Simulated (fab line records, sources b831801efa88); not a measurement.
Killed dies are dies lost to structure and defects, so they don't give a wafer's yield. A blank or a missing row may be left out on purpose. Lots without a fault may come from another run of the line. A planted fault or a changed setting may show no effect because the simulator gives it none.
Chamber matching | flow gf180mcu | GF_CONTACT_CMP_27 on cmp-01: 4 sister chambers
The step polishes, stops on SiO2, t overpolish 15 s, target thk 0 nm. 8 wafers are shown with their chamber, then 7 later ones without.

WAFERS WITH THEIR CHAMBER
wafer  | chamber | motor_current_A (A) | time_to_endpoint_s (s)
L953.4 | 2       | 10.6                | 77
L956.2 | 2       | 10.0                | 76
L956.6 | 3       | 11.3                | 70
L960.1 | 1       | 9.9                 | 70
L960.2 | 0       | 10.5                | 74
L960.5 | 3       | 10.5                | 72
L961.1 | 0       | 9.8                 | 77
L961.2 | 1       | 10.1                | 71

WAFERS WITHOUT THEIR CHAMBER
wafer  | motor_current_A (A) | time_to_endpoint_s (s)
L961.6 | 11.2                | 75
L966.1 | 9.5                 | 70
L966.4 | 9.9                 | 75
L966.5 | 11.1                | 70
L967.1 | 9.9                 | 76
L967.2 | 10.4                | 73
L967.5 | 9.8                 | 79

WHICH CHAMBER EACH WENT THROUGH
wafer  | from the rows above               | in truth
L961.6 | can't be placed: 2 or 0 or 3 or 1 | 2
L966.1 | 1                                 | 1
L966.4 | can't be placed: 0 or 2           | 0
L966.5 | can't be placed: 3 or 1           | 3
L967.1 | can't be placed: 0 or 2           | 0
L967.2 | can't be placed: 3 or 0 or 1 or 2 | 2
L967.5 | can't be placed: 2 or 0           | 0
Placed correctly: 1 of 7. Can't be placed from these rows: 6 (the true chamber is among the candidates in 6). Placed wrongly: 0.
How it was worked out, from the rows above alone: a wafer's distance from a chamber is the root of the sum, over the readings, of the square of ((its reading less the chamber's mean) divided by the reading's scatter). The wafer belongs to the nearest chamber; if the next one is less than 2 further off, it can't be placed. A chamber's mean is the mean of its shown wafers. The scatter: the root of (the sum of the squares of (reading less its chamber's mean) over the shown wafers, divided by (wafers less chambers)).
